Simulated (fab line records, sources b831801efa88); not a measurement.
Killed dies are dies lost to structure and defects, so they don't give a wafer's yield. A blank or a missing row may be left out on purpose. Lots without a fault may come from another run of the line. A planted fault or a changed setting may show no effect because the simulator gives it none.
fab line records | flow gf180mcu
record lots=5 wafers=15 last_day=35
route steps=602 shown V3@444 M4@456
lots that met no fault: from a run of the same line without faults
start_h: hours from the record's first day to the start of the lot's first wafer shown | wait_h: hours since the lot's step before | " the same as in the row above | L1.1+2: a row that stands for several wafers | - no value, or no start given | * or withheld: withheld | < > ~ a bound
route shown NAME@n: a module of which the file shows steps, and the number in the route of the first | usual: mean/standard deviation of fault-free wafers | same: alike in all rows | chamber/n: place in a boat | sites: the reading at each site | _std_site: their standard deviation | _edge_site: outer sites' mean less inner sites' | radius_mm: how far each site lies from the wafer's centre | mask NAME#n: copy n | behind: the tool/chamber that last shaped the wafer | hold: why the lot was held/for how many hours/how that ended | device: the transistor (n, p or np) that didn't switch | end of line: the same wafers' tests at the end of the route | a step without rows: its recipe alone | killed: dies lost to structure and defects at the first sort, not the wafer's yield | map: a wafer's dies, x killed, . not, _ none there
set.NAME: the setting as run; set.NAME@STEP: as run at that earlier step | model.NAME: the simulator's own value behind a step, which no gauge read
lots at some steps of the route; a table a step, a row a wafer
services: from which hour (start_h, from the record's first day; less than 0 if before it) a tool's chamber was out of use, for how many hours, and why
## steps
# step GF_V3_OVL_MEAS_15
# usual V3_OVL=1/6.2
# columns lot.wafer tool chamber start_h wait_h V3_OVL[nm]
L081.1 overlay-02 - 594.26 0.1 16
L081.5 " - " " 13
L081.6 " - " " 11
L091.1 overlay-02 - 667.48 0.1 -4
L091.4 " - " " -4
L091.6 " - " " -7
L092.1 overlay-02 - 669.78 0.1 2
L092.4 " - " " 12
L092.5 " - " " 6
L096.4 overlay-01 - 707.74 0.1 -2
L096.5 " - " " 2
L096.6 " - " " -2
L097.1 overlay-02 - 710.05 0.1 -5
L097.3 " - " " -1
L097.6 " - " " -11
# step GF_V3_ETCH_16
# recipe chemistry=N2/H2 target_depth_a=withheld overetch_a=withheld time_s=withheld target=BARC ion_energy_ev=200 source_w=500 bias_w=100 pressure_mtorr=30 n2_flow_sccm=100 h2_flow_sccm=200
# usual drypump_motor_current_A=5.8/0.45 oes_product_au=0.856/0.0043 rf_fwd_power_W=494.6/2.1 throttle_valve_pct=13.224/0.0092
# columns lot.wafer tool chamber start_h wait_h drypump_motor_current_A oes_product_au rf_fwd_power_W throttle_valve_pct
L081.1 rie_diel-04 1 594.30 0.0 6.4 0.855 493.5 13.226
L081.5 " 1 " " 6.4 0.858 497.6 13.230
L081.6 " 2 " " 6.2 0.855 492.9 13.230
L091.1 rie_diel-03 3 667.51 0.0 5.9 0.860 490.1 13.209
L091.4 " 2 " " 6.7 0.856 494.1 13.218
L091.6 " 0 " " 5.2 0.847 495.3 13.225
L092.1 rie_diel-04 0 669.81 0.0 4.8 0.867 493.9 13.218
L092.4 " 3 " " 5.5 0.863 496.7 13.224
L092.5 " 3 " " 5.6 0.868 496.6 13.211
L096.4 rie_diel-03 1 707.76 0.0 5.7 0.853 494.6 13.236
L096.5 " 3 " " 5.9 0.858 491.3 13.215
L096.6 " 0 " " 5.2 0.860 495.4 13.228
L097.1 rie_diel-03 0 710.08 0.0 5.2 0.853 495.9 13.229
L097.3 " 1 " " 5.7 0.862 494.5 13.204
L097.6 " 2 " " 6.7 0.851 496.3 13.225
# step GF_V3_ETCH_17
# recipe chemistry=C4F8/O2/Ar mask_material=KrF target=SiO2 stop_on=TiN source_w=1500 bias_w=1200 pressure_mtorr=40 c4f8_flow_sccm=withheld O2_flow_sccm=6 Ar_flow_sccm=300 time_s=withheld target_depth_a=6350
# usual oes_product_au=0.856/0.0047 rf_fwd_power_W=1492/5.1
# columns lot.wafer tool chamber start_h wait_h oes_product_au rf_fwd_power_W
L081.1 rie_diel-04 1 - - 0.852 1489
L081.5 " 1 " " 0.854 1488
L081.6 " 2 " " 0.859 1490
L091.1 rie_diel-03 3 - - 0.854 1485
L091.4 " 2 " " 0.860 1496
L091.6 " 0 " " 0.855 1490
L092.1 rie_diel-04 0 - - 0.860 1485
L092.4 " 3 " " 0.864 1501
L092.5 " 3 " " 0.858 1492
L096.4 rie_diel-03 1 - - 0.854 1496
L096.5 " 3 " " 0.860 1488
L096.6 " 0 " " 0.859 1492
L097.1 rie_diel-03 0 - - 0.852 1488
L097.3 " 1 " " 0.858 1491
L097.6 " 2 " " 0.858 1494
# step GF_V3_STRIP_18
# recipe chemistry=O2/N2 power_w=1400 pressure_mtorr=1500 platen_temp_c=250 o2_flow_sccm=3000 n2_flow_sccm=300 overash_fraction=0.5
# usual drypump_motor_current_A=5.6/0.52 heater_power_w=325/33 oes_product_au=0.594/0.0048
# columns lot.wafer tool chamber start_h wait_h drypump_motor_current_A heater_power_w oes_product_au rf_hours_counter_h
L081.1 plasma_asher-01 0 594.43 - 5.2 316 0.598 52
L081.5 " 1 " " 5.7 345 0.585 -
L081.6 " 0 " " 5.2 316 0.594 -
L091.1 plasma_asher-04 0 667.64 - 4.9 380 0.594 87
L091.4 " 0 " " 4.9 389 0.590 -
L091.6 " 0 " " 4.9 386 0.585 -
L092.1 plasma_asher-01 1 669.94 - 5.7 348 0.599 61
L092.4 " 1 " " 5.7 343 0.587 -
L092.5 " 0 " " 5.2 320 0.603 -
L096.4 plasma_asher-03 1 707.92 - 6.6 284 0.596 -
L096.5 " 1 " " 6.6 284 0.595 -
L096.6 " 0 " " 5.7 315 0.592 -
L097.1 plasma_asher-04 1 710.21 - 6.0 302 0.597 91
L097.3 " 0 " " 4.9 387 0.602 -
L097.6 " 1 " " 5.9 302 0.596 -
# step GF_V3_STRIP_19
# recipe chemistry=post_etch_residue_remover time_s=1200 temp_c=72.5
# usual bath_guard_temp_C=72.3/0.55
# columns lot.wafer tool chamber start_h wait_h bath_guard_temp_C
L081.1 wet_bench-04 2 594.53 0.1 72.4
L081.5 " 2 " " 72.2
L081.6 " 2 " " 72.2
L091.1 wet_bench-01 3 667.74 0.1 73.3
L091.4 " 3 " " 73.2
L091.6 " 3 " " 73.4
L092.1 wet_bench-04 1 670.04 0.1 72.0
L092.4 " 1 " " 72.0
L092.5 " 1 " " 72.2
L096.4 wet_bench-02 0 707.99 0.0 71.6
L096.5 " 0 " " 71.4
L096.6 " 0 " " 71.7
L097.1 wet_bench-01 2 710.31 0.1 72.7
L097.3 " 2 " " 72.6
L097.6 " 2 " " 72.7
# step GF_V3_CLEAN_20
# recipe chemistry=DIW dry=n2_spin
# columns lot.wafer tool chamber start_h wait_h
L081.1+5+6 wet_bench-01 3 594.87 0.0
L091.1+4+6 wet_bench-02 3 668.43 0.0
L092.1+4+5 wet_bench-01 1 670.41 0.0
L096.4+5+6 wet_bench-04 0 708.33 0.0
L097.1+3+6 wet_bench-04 3 710.68 0.0
# step GF_V3_SPUTTER_21
# recipe material=Ti target_thk_nm=15 chamber_pressure_pa=5 power_w=2500 substrate_temp_c=200 time_s=80.02
# usual throttle_valve_pct=30.5/1.2
# columns lot.wafer tool chamber start_h wait_h throttle_valve_pct
L081.1 pvd_sputter-01 - 594.96 0.0 31.6
L081.5 " - " " 29.6
L081.6 " - " " 27.8
L091.1 pvd_sputter-04 - 668.52 0.0 31.2
L091.4 " - " " 28.4
L091.6 " - " " 31.1
L092.1 pvd_sputter-04 - 670.60 0.0 31.0
L092.4 " - " " 28.8
L092.5 " - " " 30.9
L096.4 pvd_sputter-04 - 708.43 0.0 31.0
L096.5 " - " " 28.3
L096.6 " - " " 31.0
L097.1 pvd_sputter-04 - 710.78 0.0 28.2
L097.3 " - " " 31.0
L097.6 " - " " 28.3
# step GF_V3_SPUTTER_22
# recipe material=TiN target_thk_nm=10 chamber_pressure_pa=5 power_w=4000 time_s=40
# usual throttle_valve_pct=30.5/1.2
# columns lot.wafer tool chamber start_h wait_h throttle_valve_pct
L081.1 pvd_sputter-01 - 595.02 0.0 31.4
L081.5 " - " " 29.7
L081.6 " - " " 27.6
L091.1 pvd_sputter-04 - 668.58 0.0 31.2
L091.4 " - " " 28.6
L091.6 " - " " 30.9
L092.1 pvd_sputter-04 - 670.66 0.0 31.2
L092.4 " - " " 28.3
L092.5 " - " " 31.4
L096.4 pvd_sputter-04 - 708.49 0.0 31.1
L096.5 " - " " 28.3
L096.6 " - " " 31.0
L097.1 pvd_sputter-04 - 710.84 0.0 28.6
L097.3 " - " " 31.1
L097.6 " - " " 28.5
# step GF_V3_CVD_23
# recipe material=W target_thk_nm=350 time_s=104.9 temp_c=400 pressure_torr=40
# usual heater_power_w=837/100
# columns lot.wafer tool chamber start_h wait_h heater_power_w
L081.1 cvd_w-01 1 595.06 0.0 989
L081.5 " 1 " " 969
L081.6 " 0 " " 932
L091.1 cvd_w-02 0 668.62 0.0 830
L091.4 " 0 " " 859
L091.6 " 0 " " 829
L092.1 cvd_w-02 1 670.70 0.0 714
L092.4 " 1 " " 727
L092.5 " 1 " " 707
L096.4 cvd_w-02 1 708.63 0.1 731
L096.5 " 1 " " 719
L096.6 " 0 " " 849
L097.1 cvd_w-01 1 710.88 0.0 981
L097.3 " 0 " " 937
L097.6 " 1 " " 1001
# step GF_V3_RS_MEAS_24
# recipe thk_meas_gauge=four-point-probe reads=W_of_V3_CVD_23+TiN_of_V3_SPUTTER_22+Ti_of_V3_SPUTTER_21
# usual V3_W_RS=0.330/0.0045
# columns lot.wafer tool chamber start_h wait_h V3_W_RS[ohm/sq]
L081.1 film_metro-03 - 595.17 0.1 0.327
L081.5 " - " " 0.328
L081.6 " - " " 0.341
L091.1 film_metro-03 - 668.73 0.1 0.332
L091.4 " - " " 0.336
L091.6 " - " " 0.328
L092.1 film_metro-04 - 670.81 0.1 0.330
L092.4 " - " " 0.331
L092.5 " - " " 0.330
L096.4 film_metro-04 - 708.77 0.1 0.328
L096.5 " - " " 0.323
L096.6 " - " " 0.327
L097.1 film_metro-04 - 711.00 0.1 0.325
L097.3 " - " " 0.338
L097.6 " - " " 0.330
# step GF_V3_THK_MEAS_25
# recipe thk_meas_gauge=xrf reads=W_of_V3_CVD_23
# usual V3_W_THK=355/5.3
# columns lot.wafer tool chamber start_h wait_h V3_W_THK[nm]
L081.1 film_metro-03 - 595.29 0.1 358
L081.5 " - " " 358
L081.6 " - " " 340
L091.1 film_metro-03 - 668.85 0.1 355
L091.4 " - " " 352
L091.6 " - " " 358
L092.1 film_metro-04 - 670.93 0.1 353
L092.4 " - " " 353
L092.5 " - " " 353
L096.4 film_metro-04 - 708.86 0.1 357
L096.5 " - " " 360
L096.6 " - " " 357
L097.1 film_metro-04 - 711.12 0.1 356
L097.3 " - " " 345
L097.6 " - " " 353
# step GF_V3_CMP_26
# recipe stop_on=SiO2 down_force_psi=3.5 platen_rpm=60 t_overpolish_s=16.34 target_thk_nm=0 pad_velocity_m_s=0.94248
# usual motor_current_A=10.9/1.4 overpolish_run_s=16.339/0.0082 time_to_endpoint_s=83/3.4
# columns lot.wafer tool chamber start_h wait_h motor_current_A overpolish_run_s time_to_endpoint_s
L081.1 cmp-02 1 595.35 0.1 9.6 16.329 89
L081.6 " 1 " " 10.5 16.353 85
L081.5 " 2 " " 13.4 16.344 83
L091.1 cmp-02 1 668.97 0.1 10.2 16.333 85
L091.4 " 2 " " 14.0 16.334 83
L091.6 " 0 " " 10.8 16.336 80
L092.4 cmp-01 2 671.47 0.5 8.9 16.329 83
L092.1 " 0 " " 10.0 16.344 87
L092.5 " 1 " " 10.3 16.356 79
L096.4 cmp-01 0 709.34 0.5 10.3 16.329 93
L096.6 " 1 " " 9.7 16.351 84
L096.5 " 2 " " 9.4 16.331 91
L097.3 cmp-01 3 711.34 0.2 13.8 16.344 79
L097.1 " 0 " " 10.3 16.343 91
L097.6 " 2 " " 9.4 16.333 83
# step GF_M4_SPUTTER_00
# recipe material=Ti target_thk_nm=37.5 arriving_ion_energy_ev=80 substrate_temp_c=200 chamber_pressure_pa=2 power_w=4000 time_s=150
# usual throttle_valve_pct=30.4/1.1
# columns lot.wafer tool chamber start_h wait_h throttle_valve_pct
L081.1 pvd_sputter-02 - 595.65 0.2 29.1
L081.5 " - " " 30.5
L081.6 " - " " 28.8
L091.1 pvd_sputter-03 - 669.22 0.2 30.4
L091.4 " - " " 30.7
L091.6 " - " " 30.8
L092.1 pvd_sputter-04 - 671.72 0.1 30.9
L092.4 " - " " 31.0
L092.5 " - " " 31.1
L096.4 pvd_sputter-03 - 709.49 0.1 30.4
L096.5 " - " " 30.9
L096.6 " - " " 30.4
L097.1 pvd_sputter-03 - 711.59 0.1 31.4
L097.3 " - " " 30.3
L097.6 " - " " 30.2
# step GF_M4_SPUTTER_01
# recipe material=TiN target_thk_nm=30 power_w=6500 time_s=25 chamber_pressure_pa=0.4
# usual throttle_valve_pct=30.4/1.1
# columns lot.wafer tool chamber start_h wait_h throttle_valve_pct
L081.1 pvd_sputter-02 - 595.75 0.1 29.4
L081.5 " - " " 30.8
L081.6 " - " " 29.0
L091.1 pvd_sputter-03 - 669.32 0.1 30.6
L091.4 " - " " 30.5
L091.6 " - " " 30.5
L092.1 pvd_sputter-04 - 671.82 0.1 31.0
L092.4 " - " " 30.8
L092.5 " - " " 31.2
L096.4 pvd_sputter-03 - 709.59 0.1 30.5
L096.5 " - " " 30.8
L096.6 " - " " 30.6
L097.1 pvd_sputter-03 - 711.69 0.1 31.0
L097.3 " - " " 30.6
L097.6 " - " " 30.2
# step GF_M4_SPUTTER_02
# recipe material=AlCu target_thk_nm=450 power_w=10600 time_s=23.9 chamber_pressure_pa=0.4
# usual throttle_valve_pct=30.4/1.1
# columns lot.wafer tool chamber start_h wait_h throttle_valve_pct
L081.1 pvd_sputter-02 - 595.78 0.0 29.2
L081.5 " - " " 30.8
L081.6 " - " " 29.1
L091.1 pvd_sputter-03 - 669.35 0.0 30.8
L091.4 " - " " 30.8
L091.6 " - " " 30.8
L092.1 pvd_sputter-04 - 671.85 0.0 31.1
L092.4 " - " " 31.1
L092.5 " - " " 31.3
L096.4 pvd_sputter-03 - 709.62 0.0 30.2
L096.5 " - " " 30.7
L096.6 " - " " 30.4
L097.1 pvd_sputter-03 - 711.72 0.0 31.4
L097.3 " - " " 30.2
L097.6 " - " " 30.4
# step GF_M4_SPUTTER_03
# recipe material=Ti target_thk_nm=10 substrate_temp_c=300 chamber_pressure_pa=0.3 power_w=3000 time_s=6.7
# usual throttle_valve_pct=30.4/1.1
# columns lot.wafer tool chamber start_h wait_h throttle_valve_pct
L081.1 pvd_sputter-02 - 595.81 0.0 29.2
L081.5 " - " " 30.6
L081.6 " - " " 28.6
L091.1 pvd_sputter-03 - 669.38 0.0 30.6
L091.4 " - " " 31.1
L091.6 " - " " 30.7
L092.1 pvd_sputter-04 - 671.88 0.0 31.2
L092.4 " - " " 30.9
L092.5 " - " " 31.1
L096.4 pvd_sputter-03 - 709.65 0.0 30.2
L096.5 " - " " 31.0
L096.6 " - " " 30.6
L097.1 pvd_sputter-03 - 711.75 0.0 31.0
L097.3 " - " " 30.6
L097.6 " - " " 30.5
# step GF_M4_SPUTTER_04
# recipe material=TiN target_thk_nm=50 power_w=6500 time_s=41.7 chamber_pressure_pa=0.4
# usual throttle_valve_pct=30.4/1
# columns lot.wafer tool chamber start_h wait_h throttle_valve_pct
L081.1 pvd_sputter-02 - 595.83 0.0 29.1
L081.5 " - " " 30.8
L081.6 " - " " 29.0
L091.1 pvd_sputter-03 - 669.40 0.0 30.6
L091.4 " - " " 30.8
L091.6 " - " " 30.7
L092.1 pvd_sputter-04 - 671.90 0.0 30.9
L092.4 " - " " 30.9
L092.5 " - " " 31.2
L096.4 pvd_sputter-03 - 709.67 0.0 30.4
L096.5 " - " " 31.2
L096.6 " - " " 30.7
L097.1 pvd_sputter-03 - 711.77 0.0 31.1
L097.3 " - " " 30.1
L097.6 " - " " 30.5
# step GF_M4_RS_MEAS_05
# recipe thk_meas_gauge=four-point-probe reads=TiN_of_M4_SPUTTER_04+Ti_of_M4_SPUTTER_03+AlCu_of_M4_SPUTTER_02+TiN_of_M4_SPUTTER_01+Ti_of_M4_SPUTTER_00
# usual M4_ALCU_RS=0.0695/0.00067
# columns lot.wafer tool chamber start_h wait_h M4_ALCU_RS[ohm/sq]
L081.1 film_metro-01 - 595.87 0.0 0.0695
L081.5 " - " " 0.0691
L081.6 " - " " 0.0694
L091.1 film_metro-04 - 669.44 0.0 0.0683
L091.4 " - " " 0.0683
L091.6 " - " " 0.0684
L092.1 film_metro-01 - 671.95 0.0 0.0699
L092.4 " - " " 0.0691
L092.5 " - " " 0.0693
L096.4 film_metro-01 - 709.77 0.1 0.0693
L096.5 " - " " 0.0687
L096.6 " - " " 0.0689
L097.1 film_metro-01 - 711.81 0.0 0.0696
L097.3 " - " " 0.0690
L097.6 " - " " 0.0690
# step GF_M4_THK_MEAS_06
# recipe thk_meas_gauge=xrf reads=AlCu_of_M4_SPUTTER_02
# usual M4_ALCU_THK=446/5.1
# columns lot.wafer tool chamber start_h wait_h M4_ALCU_THK[nm]
L081.1 film_metro-01 - 595.99 0.1 446
L081.5 " - " " 444
L081.6 " - " " 443
L091.1 film_metro-04 - 669.56 0.1 454
L091.4 " - " " 455
L091.6 " - " " 454
L092.1 film_metro-01 - 672.07 0.1 442
L092.4 " - " " 446
L092.5 " - " " 445
L096.4 film_metro-01 - 709.86 0.1 447
L096.5 " - " " 451
L096.6 " - " " 447
L097.1 film_metro-01 - 711.93 0.1 442
L097.3 " - " " 450
L097.6 " - " " 451
# step GF_M4_DEHYDRATE_07
# recipe temp_c=200 time_s=60
# usual plate_temp_C=199.99/0.17
# columns lot.wafer tool chamber start_h wait_h plate_temp_C
L081.1 litho_track-01 0 605.70 9.7 199.92
L081.5 " 0 " " 199.98
L081.6 " 0 " " 200.08
L091.1 litho_track-02 0 678.08 8.5 200.21
L091.4 " 0 " " 200.06
L091.6 " 0 " " 200.39
L092.1 litho_track-01 0 680.80 8.7 199.88
L092.4 " 0 " " 199.93
L092.5 " 0 " " 199.95
L096.4 litho_track-04 0 717.53 7.7 200.04
L096.5 " 0 " " 199.81
L096.6 " 0 " " 199.97
L097.1 litho_track-02 0 719.78 7.8 200.34
L097.3 " 0 " " 200.23
L097.6 " 0 " " 200.28
# step GF_M4_HMDS_08
# recipe prime_time_s=60 prime_temp_c=120
# columns lot.wafer tool chamber start_h wait_h
L081.1+5+6 litho_track-01 0 605.85 0.1
L091.1+4+6 litho_track-02 0 678.23 0.1
L092.1+4+5 litho_track-01 0 680.95 0.1
L096.4+5+6 litho_track-04 0 717.68 0.1
L097.1+3+6 litho_track-02 0 719.93 0.1
# step GF_M4_COAT_09
# recipe resist=KrF spin_rpm=withheld resist_thk_nm=1000
# columns lot.wafer tool chamber start_h wait_h
L081.1+5+6 litho_track-01 0 606.00 0.1
L091.1+4+6 litho_track-02 0 678.38 0.1
L092.1+4+5 litho_track-01 0 681.10 0.1
L096.4+5+6 litho_track-04 0 717.83 0.1
L097.1+3+6 litho_track-02 0 720.08 0.1
# step GF_M4_SOFTBAKE_10
# recipe temp_c=130 time_s=60 resist=KrF
# usual plate_temp_C=129.97/0.13
# columns lot.wafer tool chamber start_h wait_h plate_temp_C
L081.1 litho_track-01 0 606.15 0.1 129.83
L081.5 " 0 " " 130.00
L081.6 " 0 " " 129.92
L091.1 litho_track-02 0 678.53 0.1 130.10
L091.4 " 0 " " 129.99
L091.6 " 0 " " 130.09
L092.1 litho_track-01 0 681.25 0.1 129.93
L092.4 " 0 " " 129.89
L092.5 " 0 " " 129.87
L096.4 litho_track-04 0 717.98 0.1 130.12
L096.5 " 0 " " 129.96
L096.6 " 0 " " 129.94
L097.1 litho_track-02 0 720.23 0.1 129.98
L097.3 " 0 " " 129.87
L097.6 " 0 " " 130.11
# step GF_M4_EXPOSE_11
# recipe mask_id=Metal4 target_cd_nm=280 na=0.68 source_shape=conventional sigma_outer=0.6 dose_mj=28
# same sigma_outer=0.6
# columns lot.wafer tool chamber start_h wait_h mask
L081.1+5+6 krf_scanner-02 0 - - Metal4#0
L091.1+4+6 krf_scanner-02 0 - - Metal4#0
L092.1+4+5 krf_scanner-01 0 - - Metal4#0
L096.4+5+6 krf_scanner-02 0 - - Metal4#0
L097.1+3+6 krf_scanner-02 0 - - Metal4#0
# step GF_M4_PEB_12
# recipe peb_temp_c=135 peb_time_s=90 resist=KrF
# usual plate_temp_C=134.98/0.14
# same peb_time_s=90
# columns lot.wafer tool chamber start_h wait_h plate_temp_C
L081.1 litho_track-01 0 - - 134.95
L081.5 " 0 " " 135.05
L081.6 " 0 " " 135.17
L091.1 litho_track-04 0 - - 134.87
L091.4 " 0 " " 134.93
L091.6 " 0 " " 134.80
L092.1 litho_track-01 0 - - 135.12
L092.4 " 0 " " 134.94
L092.5 " 0 " " 135.26
L096.4 litho_track-04 0 - - 135.08
L096.5 " 0 " " 135.03
L096.6 " 0 " " 134.87
L097.1 litho_track-02 0 - - 135.27
L097.3 " 0 " " 135.04
L097.6 " 0 " " 135.21
# step GF_M4_DEVELOP_13
# recipe develop_time_s=60 dev_temp_c=21
# columns lot.wafer tool chamber start_h wait_h
L081.1+5+6 litho_track-01 0 616.40 0.2
L091.1+4+6 litho_track-04 0 689.01 0.2
L092.1+4+5 litho_track-01 0 691.55 0.2
L096.4+5+6 litho_track-04 0 727.63 0.1
L097.1+3+6 litho_track-02 0 729.53 0.2
# step GF_M4_CD_MEAS_14
# recipe target_cd_nm=280
# usual cd_nm=280.0/1.3
# columns lot.wafer tool chamber start_h wait_h cd_nm
L081.1 cd_sem-01 - 616.55 0.1 281.3
L081.5 " - " " 281.7
L081.6 " - " " 281.3
L091.1 cd_sem-01 - 689.16 0.1 277.8
L091.4 " - " " 278.2
L091.6 " - " " 276.2
L092.1 cd_sem-02 - 691.70 0.1 279.5
L092.4 " - " " 278.8
L092.5 " - " " 279.9
L096.4 cd_sem-02 - 727.77 0.1 283.3
L096.5 " - " " 282.6
L096.6 " - " " 282.1
L097.1 cd_sem-02 - 729.68 0.1 280.2
L097.3 " - " " 280.2
L097.6 " - " " 279.9
# step GF_M4_OVL_MEAS_15
# usual M4_OVL=4/6.9
# columns lot.wafer tool chamber start_h wait_h M4_OVL[nm]
L081.1 overlay-01 - 616.67 0.1 3
L081.5 " - " " 0
L081.6 " - " " 11
L091.1 overlay-01 - 689.28 0.1 9
L091.4 " - " " 5
L091.6 " - " " -1
L092.1 overlay-01 - 691.82 0.1 -6
L092.4 " - " " -7
L092.5 " - " " -9
L096.4 overlay-01 - 727.84 0.1 15
L096.5 " - " " 3
L096.6 " - " " 16
L097.1 overlay-01 - 729.80 0.1 17
L097.3 " - " " 17
L097.6 " - " " 8
## services
# columns tool chamber start_h hours kind
krf_scanner-02 - 571.85 1.3 pm
cmp-02 - 572.62 4.0 pm
pvd_sputter-01 - 578.48 1.2 repair
rie_diel-04 2 582.72 6.4 repair
cmp-01 - 587.48 1.5 repair
krf_scanner-02 - 589.91 0.8 pm
pvd_sputter-04 - 605.96 5.5 repair
cmp-02 - 624.80 3.8 repair
cvd_w-01 - 634.14 2.5 repair
rie_diel-04 3 639.38 2.4 repair
cmp-02 - 640.30 1.3 repair
cvd_w-01 - 643.07 6.0 pm
rie_diel-04 0 648.79 4.3 repair
pvd_sputter-03 - 656.64 1.5 repair
cmp-02 - 657.46 9.1 repair
pvd_sputter-01 - 662.46 1.7 repair
cmp-02 - 670.06 1.8 repair
cmp-01 - 678.37 1.0 repair
rie_diel-04 3 687.45 4.3 repair
cmp-01 - 703.72 0.7 repair
krf_scanner-02 - 712.76 1.0 pm
pvd_sputter-03 - 718.88 3.1 repair
rie_diel-03 3 720.02 7.3 repair
cmp-01 - 726.52 0.7 repair
## key
fault none
